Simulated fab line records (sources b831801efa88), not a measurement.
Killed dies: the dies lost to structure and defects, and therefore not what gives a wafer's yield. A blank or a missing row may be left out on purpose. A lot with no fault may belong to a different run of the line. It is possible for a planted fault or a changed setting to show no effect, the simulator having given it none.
fab line records	flow gf180mcu
record lots=5	wafers=15	last_day=34
route steps=602 shown V1@361 M2@362
lots that met no fault: taken from a fault-free run of the same line
start_h: start of the lot's first displayed wafer, in hours after the record's first day	wait_h: how many hours have passed since the lot's step before this one	" as in the row above	L1.1+2: one row covering several wafers at once	- either no value or no given start	* or withheld: withheld	< > ~ a bound
route shown NAME@n: NAME is a module with steps in the file, n the number in the route of the first one	usual: the fault-free wafers' mean and standard deviation	same: alike in all rows	chamber/n: place in a boat	sites: the reading at each site	_std_site: standard deviation across them	_edge_site: mean of outer sites minus mean of inner sites	radius_mm: for every site, how far away it sits from the centre of the wafer	mask NAME#n: copy n	behind: tool/chamber where the wafer was last shaped	hold: reason for holding the lot/hours on hold/outcome of the hold	device: the transistor (n, p or np) that didn't switch	end of line: tests of these same wafers at the route's end	a step given without rows: its recipe and nothing more	killed: at the first sort, the dies lost to defects and structure; wafer yield is something else	map: a wafer's dies, marking killed ones x, the rest . and places with no die _
set.NAME: setting as actually run; set.NAME@STEP: the setting as run at that earlier step	model.NAME: the simulator's own value behind a step, which no gauge read
lots at some steps of the route; a table a step, a row a wafer
services: from which hour (start_h, from the record's first day; less than 0 if before it) a tool's chamber was out of use, for how many hours, and why
## steps
# step GF_V1_CMP_26
# recipe stop_on=SiO2	down_force_psi=3.5	platen_rpm=60	t_overpolish_s=15	target_thk_nm=0	pad_velocity_m_s=0.94248
# step GF_M2_SPUTTER_00
# recipe material=Ti	target_thk_nm=37.5	arriving_ion_energy_ev=80	substrate_temp_c=200	chamber_pressure_pa=2	power_w=4000	time_s=144.8
# usual throttle_valve_pct=30.1/1.2
lot.wafer	tool	chamber	start_h	wait_h	throttle_valve_pct
L301.1	pvd_sputter-04	-	459.98	0.1	30.3
L301.2	"	-	"	"	30.1
L301.6	"	-	"	"	29.9
L308.2	pvd_sputter-03	-	520.73	0.2	30.5
L308.4	"	-	"	"	31.9
L308.5	"	-	"	"	30.5
L309.2	pvd_sputter-02	-	528.97	0.2	31.0
L309.3	"	-	"	"	29.8
L309.6	"	-	"	"	30.7
L313.2	pvd_sputter-04	-	570.08	0.2	29.5
L313.3	"	-	"	"	30.6
L313.4	"	-	"	"	29.7
L319.1	pvd_sputter-02	-	611.02	0.1	30.7
L319.3	"	-	"	"	29.8
L319.4	"	-	"	"	31.0
# step GF_M2_SPUTTER_01
# recipe material=TiN	target_thk_nm=30	power_w=6500	time_s=25	chamber_pressure_pa=0.4
# usual throttle_valve_pct=30.1/1.2
lot.wafer	tool	chamber	start_h	wait_h	throttle_valve_pct
L301.1	pvd_sputter-04	-	460.08	0.1	30.3
L301.2	"	-	"	"	29.9
L301.6	"	-	"	"	29.6
L308.2	pvd_sputter-03	-	520.83	0.1	30.3
L308.4	"	-	"	"	31.9
L308.5	"	-	"	"	30.3
L309.2	pvd_sputter-02	-	529.07	0.1	31.0
L309.3	"	-	"	"	29.9
L309.6	"	-	"	"	30.7
L313.2	pvd_sputter-04	-	570.18	0.1	29.3
L313.3	"	-	"	"	30.6
L313.4	"	-	"	"	29.9
L319.1	pvd_sputter-02	-	611.12	0.1	30.6
L319.3	"	-	"	"	29.6
L319.4	"	-	"	"	30.8
# step GF_M2_SPUTTER_02
# recipe material=AlCu	target_thk_nm=450	power_w=10600	time_s=23.9	chamber_pressure_pa=0.4
# usual throttle_valve_pct=30.1/1.2
lot.wafer	tool	chamber	start_h	wait_h	throttle_valve_pct
L301.1	pvd_sputter-04	-	460.11	0.0	30.1
L301.2	"	-	"	"	29.4
L301.6	"	-	"	"	29.9
L308.2	pvd_sputter-03	-	520.87	0.0	30.6
L308.4	"	-	"	"	32.0
L308.5	"	-	"	"	30.5
L309.2	pvd_sputter-02	-	529.11	0.0	30.8
L309.3	"	-	"	"	29.9
L309.6	"	-	"	"	30.4
L313.2	pvd_sputter-04	-	570.21	0.0	29.5
L313.3	"	-	"	"	30.4
L313.4	"	-	"	"	30.0
L319.1	pvd_sputter-02	-	611.16	0.0	30.7
L319.3	"	-	"	"	29.8
L319.4	"	-	"	"	30.9
# step GF_M2_SPUTTER_03
# recipe material=Ti	target_thk_nm=10	substrate_temp_c=300	chamber_pressure_pa=0.3	power_w=3000	time_s=6.7
# usual throttle_valve_pct=30.1/1.2
lot.wafer	tool	chamber	start_h	wait_h	throttle_valve_pct
L301.1	pvd_sputter-04	-	460.14	0.0	30.5
L301.2	"	-	"	"	29.8
L301.6	"	-	"	"	29.7
L308.2	pvd_sputter-03	-	520.90	0.0	30.4
L308.4	"	-	"	"	31.6
L308.5	"	-	"	"	30.4
L309.2	pvd_sputter-02	-	529.14	0.0	30.6
L309.3	"	-	"	"	29.9
L309.6	"	-	"	"	30.8
L313.2	pvd_sputter-04	-	570.24	0.0	29.4
L313.3	"	-	"	"	30.3
L313.4	"	-	"	"	29.8
L319.1	pvd_sputter-02	-	611.19	0.0	30.5
L319.3	"	-	"	"	29.7
L319.4	"	-	"	"	30.7
# step GF_M2_SPUTTER_04
# recipe material=TiN	target_thk_nm=50	power_w=6500	time_s=41.7	chamber_pressure_pa=0.4
# step GF_M2_RS_MEAS_05
# recipe thk_meas_gauge=four-point-probe	reads=TiN_of_M2_SPUTTER_04+Ti_of_M2_SPUTTER_03+AlCu_of_M2_SPUTTER_02+TiN_of_M2_SPUTTER_01+Ti_of_M2_SPUTTER_00
# usual M2_ALCU_RS=0.0696/0.0007
lot.wafer	tool	chamber	start_h	wait_h	M2_ALCU_RS[ohm/sq]
L301.1	film_metro-04	-	460.20	0.0	0.0704
L301.2	"	-	"	"	0.0707
L301.6	"	-	"	"	0.0703
L308.2	film_metro-04	-	520.98	0.0	0.0695
L308.4	"	-	"	"	0.0689
L308.5	"	-	"	"	0.0699
L309.2	film_metro-02	-	529.22	0.0	0.0687
L309.3	"	-	"	"	0.0695
L309.6	"	-	"	"	0.0686
L313.2	film_metro-02	-	570.32	0.0	0.0707
L313.3	"	-	"	"	0.0705
L313.4	"	-	"	"	0.0697
L319.1	film_metro-01	-	611.25	0.0	0.0696
L319.3	"	-	"	"	0.0697
L319.4	"	-	"	"	0.0692
# step GF_M2_THK_MEAS_06
# recipe thk_meas_gauge=xrf	reads=AlCu_of_M2_SPUTTER_02
# usual M2_ALCU_THK=460/5
lot.wafer	tool	chamber	start_h	wait_h	M2_ALCU_THK[nm]
L301.1	film_metro-04	-	460.32	0.1	454
L301.2	"	-	"	"	452
L301.6	"	-	"	"	455
L308.2	film_metro-04	-	521.09	0.1	459
L308.4	"	-	"	"	463
L308.5	"	-	"	"	456
L309.2	film_metro-02	-	529.33	0.1	464
L309.3	"	-	"	"	460
L309.6	"	-	"	"	466
L313.2	film_metro-02	-	570.43	0.1	453
L313.3	"	-	"	"	455
L313.4	"	-	"	"	457
L319.1	film_metro-01	-	611.37	0.1	462
L319.3	"	-	"	"	463
L319.4	"	-	"	"	466
# step GF_M2_DEHYDRATE_07
# recipe temp_c=200	time_s=60
# step GF_M2_HMDS_08
# recipe prime_time_s=60	prime_temp_c=120
# step GF_M2_COAT_09
# recipe resist=KrF	spin_rpm=withheld	resist_thk_nm=1000
# step GF_M2_SOFTBAKE_10
# recipe temp_c=130	time_s=61.53	resist=KrF
# step GF_M2_EXPOSE_11
# recipe mask_id=Metal2	target_cd_nm=280	na=0.68	source_shape=conventional	sigma_outer=0.6	dose_mj=28
# usual exposure_dose_mJ_cm2=27.94/0.03
lot.wafer	tool	chamber	start_h	wait_h	mask	exposure_dose_mJ_cm2
L301.1	krf_scanner-02	0	472.32	-	Metal2#0	25.25
L301.2	"	0	"	"	Metal2#0	25.25
L301.6	"	0	"	"	Metal2#0	25.23
L308.2	krf_scanner-01	0	532.06	-	Metal2#0	27.98
L308.4	"	0	"	"	Metal2#0	28.00
L308.5	"	0	"	"	Metal2#0	27.97
L309.2	krf_scanner-01	0	540.78	-	Metal2#0	27.94
L309.3	"	0	"	"	Metal2#0	28.01
L309.6	"	0	"	"	Metal2#0	27.97
L313.2	krf_scanner-02	0	580.68	-	Metal2#0	27.94
L313.3	"	0	"	"	Metal2#0	27.90
L313.4	"	0	"	"	Metal2#0	27.90
L319.1	krf_scanner-02	0	621.41	-	Metal2#0	27.91
L319.3	"	0	"	"	Metal2#0	27.88
L319.4	"	0	"	"	Metal2#0	27.89
# step GF_M2_PEB_12
# recipe peb_temp_c=135	peb_time_s=90	resist=KrF
# step GF_M2_DEVELOP_13
# recipe develop_time_s=60	dev_temp_c=21
# step GF_M2_CD_MEAS_14
# recipe target_cd_nm=280
# usual cd_nm=280.4/1.3
lot.wafer	tool	chamber	start_h	wait_h	cd_nm
L301.1	cd_sem-01	-	484.36	0.1	198.9
L301.2	"	-	"	"	278.2
L301.6	"	-	"	"	255.8
L308.2	cd_sem-02	-	543.63	0.1	278.7
L308.4	"	-	"	"	279.1
L308.5	"	-	"	"	277.3
L309.2	cd_sem-02	-	551.49	0.1	279.0
L309.3	"	-	"	"	279.8
L309.6	"	-	"	"	279.4
L313.2	cd_sem-01	-	591.88	0.1	281.3
L313.3	"	-	"	"	280.3
L313.4	"	-	"	"	281.3
L319.1	cd_sem-02	-	631.26	0.1	281.2
L319.3	"	-	"	"	281.8
L319.4	"	-	"	"	280.0
# step GF_M2_OVL_MEAS_15
# usual M2_OVL=3/4.8
lot.wafer	tool	chamber	start_h	wait_h	M2_OVL[nm]
L301.1	overlay-02	-	484.48	0.1	11
L301.2	"	-	"	"	-1
L301.6	"	-	"	"	-1
L308.2	overlay-02	-	543.74	0.1	6
L308.4	"	-	"	"	13
L308.5	"	-	"	"	7
L309.2	overlay-01	-	551.59	0.1	2
L309.3	"	-	"	"	8
L309.6	"	-	"	"	-1
L313.2	overlay-01	-	591.99	0.1	3
L313.3	"	-	"	"	-1
L313.4	"	-	"	"	-1
L319.1	overlay-01	-	631.38	0.1	0
L319.3	"	-	"	"	1
L319.4	"	-	"	"	-1
# step GF_M2_METAL_ETCH_16
# recipe chemistry=Cl2/BCl3	mask_material=KrF	target_depth_nm=627.5	stop_on=SiO2	pressure_mtorr=8	icp_w=800	bias_w=140	Cl2_flow_sccm=80	bcl3_flow_sccm=40	time_s=104.6
# usual drypump_motor_current_A=5.6/0.32	oes_product_au=0.971/0.006	rf_fwd_power_W=794/3.3	throttle_valve_pct=28.251/0.01
lot.wafer	tool	chamber	start_h	wait_h	drypump_motor_current_A	oes_product_au	rf_fwd_power_W	rf_hours_counter_h	throttle_valve_pct	model.M2.cd_nm
L301.1	rie_metal-04	1	484.52	0.0	5.4	0.970	795	9	28.250	200.3
L301.2	"	0	"	"	5.1	0.965	794	4	28.268	273.4
L301.6	"	0	"	"	5.1	0.967	795	-	28.251	251.2
L308.2	rie_metal-02	0	543.77	0.0	6.1	0.971	794	8	28.251	276.2
L308.4	"	1	"	"	5.9	0.981	792	-	28.246	276.9
L308.5	"	1	"	"	5.9	0.970	795	-	28.257	276.6
L309.2	rie_metal-04	1	551.62	0.0	5.4	0.974	796	10	28.247	276.2
L309.3	"	1	"	"	5.5	0.978	797	-	28.258	277.5
L309.6	"	0	"	"	5.1	0.975	797	-	28.244	278.7
L313.2	rie_metal-02	1	592.02	0.0	6.0	0.969	792	3	28.262	280.1
L313.3	"	0	"	"	6.0	0.964	796	-	28.242	279.2
L313.4	"	1	"	"	5.9	0.971	790	-	28.257	278.5
L319.1	rie_metal-02	0	631.42	0.0	6.1	0.969	797	10	28.270	281.7
L319.3	"	1	"	"	5.9	0.972	789	-	28.251	281.1
L319.4	"	0	"	"	6.1	0.981	798	-	28.255	278.8
# step GF_M2_STRIP_17
# recipe chemistry=O2/N2	power_w=1400	pressure_mtorr=1500	platen_temp_c=250	o2_flow_sccm=3000	n2_flow_sccm=300	overash_fraction=0.5
# usual drypump_motor_current_A=6.0/0.45	heater_power_w=344/20	oes_product_au=0.559/0.0046	strip_time_to_endpoint_s=7.91/0.036
lot.wafer	tool	chamber	start_h	wait_h	drypump_motor_current_A	heater_power_w	oes_product_au	rf_hours_counter_h	strip_time_to_endpoint_s
L301.1	plasma_asher-03	1	484.63	0.1	5.7	316	0.549	35	7.85
L301.2	"	0	"	"	5.7	348	0.555	35	7.84
L301.6	"	1	"	"	5.7	319	0.553	-	7.85
L308.2	plasma_asher-01	1	543.88	0.1	6.3	342	0.561	78	7.85
L308.4	"	1	"	"	6.2	343	0.553	-	7.93
L308.5	"	0	"	"	6.6	346	0.562	-	7.90
L309.2	plasma_asher-03	1	551.74	0.1	5.6	309	0.553	42	7.89
L309.3	"	0	"	"	5.7	343	0.556	-	7.87
L309.6	"	0	"	"	5.7	340	0.556	-	7.86
L313.2	plasma_asher-03	0	592.13	0.1	5.7	347	0.557	46	7.97
L313.3	"	0	"	"	5.7	343	0.559	-	7.89
L313.4	"	1	"	"	5.7	307	0.562	-	7.91
L319.1	plasma_asher-01	0	631.53	0.1	6.6	350	0.563	89	7.91
L319.3	"	1	"	"	6.3	351	0.559	-	7.95
L319.4	"	0	"	"	6.6	354	0.563	-	7.90
## services
tool	chamber	start_h	hours	kind
krf_scanner-01	-	438.55	18.4	repair
pvd_sputter-03	-	443.32	2.5	repair
krf_scanner-02	-	456.99	0.8	pm
krf_scanner-02	-	465.41	1.3	pm
krf_scanner-01	-	472.05	1.0	pm
krf_scanner-02	-	482.02	4.0	pm
krf_scanner-01	-	492.70	0.8	pm
krf_scanner-02	-	497.04	3.6	pm
krf_scanner-02	-	503.74	11.6	pm
pvd_sputter-02	0	504.49	-	consumable_replace:kit
pvd_sputter-02	0	504.49	18.0	scheduled_down
pvd_sputter-02	0	504.49	18.0	vent_cycle
pvd_sputter-03	-	523.74	8.0	repair
plasma_asher-03	-	532.27	3.9	repair
krf_scanner-02	-	532.43	0.8	pm
krf_scanner-02	-	533.62	2.2	repair
krf_scanner-02	-	555.16	1.0	pm
krf_scanner-01	-	567.17	1.3	pm
krf_scanner-02	-	569.47	2.0	repair
pvd_sputter-04	-	596.07	2.4	repair
krf_scanner-02	-	609.88	0.8	pm
pvd_sputter-02	3	611.25	-	consumable_replace:kit
plasma_asher-03	-	613.06	53.1	pm
rie_metal-02	-	624.21	1.4	pm
## key
first_sign step=GF_M2_EXPOSE_11	reading=exposure_dose_mJ_cm2	direction=down	sigmas=88	usual=27.94	struck=25.24
effect step=GF_M2_CD_MEAS_14	reading=cd_nm	direction=down	sigmas=29	usual=280.4	struck=244.3	through=control_loop
model_effect step=GF_M2_METAL_ETCH_16	value=M2.cd_nm	without=279.2	struck=241.7
met_at GF_M2_EXPOSE_11
struck_wafers L301.1,L301.2,L301.6
later_rows_left_out L301.1
sort_left_out L301.1,L301.2,L301.6
loop_trim step=GF_M2_EXPOSE_11	setting=dose	lots=L301
fault kind=process_parameter_drift	tool=krf_scanner-02	chamber=-	onset_h=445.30	steps=GF_M2_EXPOSE_11	channel=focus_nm	offset=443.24	spread_by_wafer=0.3	shape=step	end_h=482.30
# sort_left_out: the simulated sort isn't trusted on such a fault, so these wafers' sort isn't shown, and their yield isn't known
# later_rows_left_out: the simulator's readings of these wafers behind a module that went badly wrong aren't trusted and aren't shown, but for the sort
# loop_trim: a control loop set the setting to another value than it would have without faults
